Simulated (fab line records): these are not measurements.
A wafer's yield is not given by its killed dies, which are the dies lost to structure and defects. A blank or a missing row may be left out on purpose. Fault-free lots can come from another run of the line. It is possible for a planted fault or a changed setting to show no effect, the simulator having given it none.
Which tool was responsible? -- flow gf180mcu -- 15 lots, 45 wafers sampled, at 4 steps of a route of 602

WHAT THE GAUGES SHOWED, per wafer
GF_M3_OVL_MEAS_15. Usual: for M3_OVL the level is -2 nm and the standard deviation is 5.7.
lot,measured,on,M3_OVL (nm),flag
L919,day 21 14:37,overlay-02,-4 -7 -3,
L920,day 22 01:17,overlay-02,-8 -6 -9,
L921,day 22 06:46,overlay-01,3 -9 2,
L922,day 22 19:56,overlay-01,-10 -5 1,
L924,day 23 14:08,overlay-01,1 -1 2,
L925,day 24 02:50,overlay-02,-4 3 1,
L930,day 25 19:47,overlay-01,0 -4 -10,
L933,day 26 13:23,overlay-02,4 0 8,
L934,day 26 19:38,overlay-01,-4 -3 -4,
L935,day 27 06:08,overlay-01,-8 2 -3,
L936,day 27 15:08,overlay-01,-5 -5 -1,
L937,day 27 19:41,overlay-02,-1 0 9,
L938,day 28 04:14,overlay-01,-5 -1 -6,
L939,day 28 04:26,overlay-01,-3 4 0,
L940,day 28 10:35,overlay-02,-6 -4 -5,

GF_V3_OVL_MEAS_15. Usual: for V3_OVL the level is -3 nm and the standard deviation is 5.1.
lot,measured,on,V3_OVL (nm),flag
L919,day 22 14:35,overlay-01,6 8 -2,
L920,day 23 01:53,overlay-01,- - -,OFF
L921,day 23 06:23,overlay-02,- - -,OFF
L922,day 23 20:08,overlay-01,- - -,OFF
L924,day 24 13:59,overlay-02,-9 -2 -7,
L925,day 25 01:50,overlay-02,-7 0 -9,
L930,day 26 17:39,overlay-02,-9 -13 -10,
L933,day 27 11:17,overlay-01,-8 -8 -5,
L934,day 27 17:13,overlay-02,4 -1 1,
L935,day 28 03:54,overlay-01,-3 -6 -1,
L936,day 28 11:59,overlay-02,-6 -4 -3,
L937,day 28 16:42,overlay-01,1 2 5,
L938,day 29 00:44,overlay-02,-5 -5 -8,
L939,day 29 01:04,overlay-01,-2 -4 -7,
L940,day 29 07:13,overlay-02,4 4 2,

TOOL THAT RAN EACH LOT (tool first, then ch and the chambers of the sampled wafers, then the start)
lot,GF_V3_CVD_02,GF_V3_PEB_12
L919,"pecvd-03 ch 0,1,2, day 21 15:29","litho_track-03 ch 0, day 22 14:07"
L920,"pecvd-04 ch 0,2, day 22 02:07","litho_track-02, day 23 01:27"
L921,"pecvd-02 ch 0,1,2, day 22 07:44","litho_track-02, day 23 05:55"
L922,"pecvd-02 ch 0,2, day 22 20:46","litho_track-04, day 23 19:41"
L924,"pecvd-03 ch 1,2, day 23 15:07","litho_track-03 ch 0, day 24 13:33"
L925,"pecvd-02 ch 0,2, day 24 03:53","litho_track-02 ch 0, day 25 01:24"
L930,"pecvd-02 ch 0,1, day 25 20:37","litho_track-03 ch 0, day 26 17:14"
L933,"pecvd-02 ch 0,2, day 26 14:12","litho_track-04 ch 0, day 27 10:50"
L934,"pecvd-02 ch 0,1,2, day 26 20:28","litho_track-04 ch 0, day 27 16:45"
L935,"pecvd-02 ch 0,1, day 27 06:58","litho_track-02 ch 0, day 28 03:29"
L936,"pecvd-03 ch 1,2, day 27 15:58","litho_track-03 ch 0, day 28 11:33"
L937,"pecvd-04 ch 0,1, day 27 20:30","litho_track-03 ch 0, day 28 16:17"
L938,"pecvd-04 ch 0,1, day 28 05:06","litho_track-04 ch 0, day 29 00:17"
L939,"pecvd-02 ch 0,1,2, day 28 05:26","litho_track-04 ch 0, day 29 00:36"
L940,"pecvd-04 ch 0,2, day 28 11:32","litho_track-04 ch 0, day 29 06:45"
- GF_V3_CVD_02: deposits SiO2 from TEOS, target thk 850 nm, time 94.851 s.
- GF_V3_PEB_12: peb time 90 s.

WHAT THE TOOLS THEMSELVES READ (means of the sampled wafers that have a number; where no wafer has one, the mark that the record gives instead)
GF_V3_CVD_02. Usual: heater_power_w 704 W, standard deviation 85; susceptor_temp_C 399.98 C, standard deviation 0.22.
lot,tool,heater_power_w (W),susceptor_temp_C (C),flag
L919,pecvd-03,753,399.88,
L920,pecvd-04,605,399.95,
L921,pecvd-02,701,399.77,
L922,pecvd-02,710,400.17,
L924,pecvd-03,698,399.91,
L925,pecvd-02,765,399.82,
L930,pecvd-02,695,400.05,
L933,pecvd-02,709,399.97,
L934,pecvd-02,735,399.98,
L935,pecvd-02,635,400.16,
L936,pecvd-03,778,399.94,
L937,pecvd-04,646,400.11,
L938,pecvd-04,624,399.98,
L939,pecvd-02,700,400.15,
L940,pecvd-04,686,400.28,

GF_V3_PEB_12. Usual: chill_plate_temp_C 23.01 C, standard deviation 0.1; exhaust_pa 44.9 Pa, standard deviation 0.82.
lot,tool,chill_plate_temp_C (C),exhaust_pa (Pa),flag
L919,litho_track-03,23.13,45.1,
L920,litho_track-02,-,-,OFF
L921,litho_track-02,-,-,OFF
L922,litho_track-04,-,-,OFF
L924,litho_track-03,23.16,45.2,
L925,litho_track-02,23.06,44.0,
L930,litho_track-03,23.01,44.1,
L933,litho_track-04,22.99,45.3,
L934,litho_track-04,22.97,45.5,
L935,litho_track-02,22.91,44.7,
L936,litho_track-03,23.02,44.5,
L937,litho_track-03,23.18,44.1,
L938,litho_track-04,23.05,45.2,
L939,litho_track-04,22.94,45.1,
L940,litho_track-04,23.02,46.0,

THE ANSWER, worked out from the rows above alone
Rule: lot off if the mean of its wafers having a number is beyond 3 standard deviations from the usual mean. A lot without any number at a reading at which 4 lots or more have one is off too. All remaining lots with rows at the step are treated as sound. After the gauges, taken in route order, come the tools' own readings; for these a lot's mean is taken, as printed above. At the first step where some lot is off, the reading lying furthest off is the one used; lots without a number count as furthest.
Off: at GF_V3_OVL_MEAS_15 (V3_OVL), L920, L921, L922. Without a number there: L920, L921, L922.
If a tool, at a process step before that reading, ran all the lots that are off and no sound lot after the first of them, it fits. The gauges at GF_V3_OVL_MEAS_15 aren't tried: what is off there is off at GF_V3_PEB_12 too, on other tools, and a gauge's error can't cause that. None of those tried fits.

WHAT WAS PUT IN BY THE SIMULATOR
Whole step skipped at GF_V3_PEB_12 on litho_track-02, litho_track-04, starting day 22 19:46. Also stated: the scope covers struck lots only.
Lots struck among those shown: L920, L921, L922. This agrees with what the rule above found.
